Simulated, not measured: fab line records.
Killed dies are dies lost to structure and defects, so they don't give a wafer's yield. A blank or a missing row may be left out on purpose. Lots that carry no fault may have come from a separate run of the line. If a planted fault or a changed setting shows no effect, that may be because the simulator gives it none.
One fault through the eyes of 2 desks / flow gf180mcu / each desk has only its own numbers; what lay behind them comes last

## THE METROLOGY DESK
Means of the sampled wafers that have a number, per lot and without regard to the tool the lot ran on: this is what the gauges read. The brackets show how far a lot's mean lies from the usual mean; more than 4 standard deviations puts the lot out of limits, marked OUT.
Columns: A = M5_OVL at GF_M5_OVL_MEAS_08, usual 0 nm; B = TOP_METAL_ALCU_THK at GF_TOP_METAL_THK_MEAS_06, usual 884 nm
lot=L466; first seen here=day 26 04:31; A=-4; B=868
lot=L467; first seen here=day 26 10:40; A=-1; B=872
lot=L468; first seen here=day 26 18:59; A=3; B=877
lot=L469; first seen here=day 26 23:09; A=6; B=877
lot=L471; first seen here=day 28 00:01; A=-1; B=890
lot=L472; first seen here=day 28 06:49; A=0; B=894
lot=L478; first seen here=day 30 04:58; A=-4; B=885
lot=L479; first seen here=day 30 14:40; A=1; B=889
lot=L480; first seen here=day 30 19:13; A=-0; B=880
lot=L481; first seen here=day 30 19:55; A=-4; B=881
lot=L484; first seen here=day 31 20:37; A=3; B=895
This desk found nothing out of limits on any of the 11 lots.

## AT THE TOOL OWNER'S DESK: ilineStepper-01
The tool's own readings at GF_MIM_EXPOSE_16 (exposes mask FuseTop, target cd 2000 nm): means of the sampled wafers that have a number, for each lot that ran on this tool. The brackets show how far a lot's mean lies from the usual mean; more than 4 standard deviations puts the lot out of limits, marked OUT.
Columns: A = stageVelMmS at GF_MIM_EXPOSE_16, usual 499.96 mm/s
lot=L466; first seen here=day 24 21:52; A=499.67
lot=L467; first seen here=day 25 03:29; A=500.14
lot=L469; first seen here=day 25 16:46; A=499.93
lot=L479; first seen here=day 29 10:47; A=499.80
lot=L480; first seen here=day 29 15:49; A=500.03
lot=L481; first seen here=day 29 17:09; A=500.07
This desk found nothing out of limits on any of the 6 lots.

## TAKEN TOGETHER
Nothing out of limits was seen by the metrology desk.
Nothing out of limits was seen by the tool owner's desk.

## WHAT THE SIMULATOR HAD INSERTED
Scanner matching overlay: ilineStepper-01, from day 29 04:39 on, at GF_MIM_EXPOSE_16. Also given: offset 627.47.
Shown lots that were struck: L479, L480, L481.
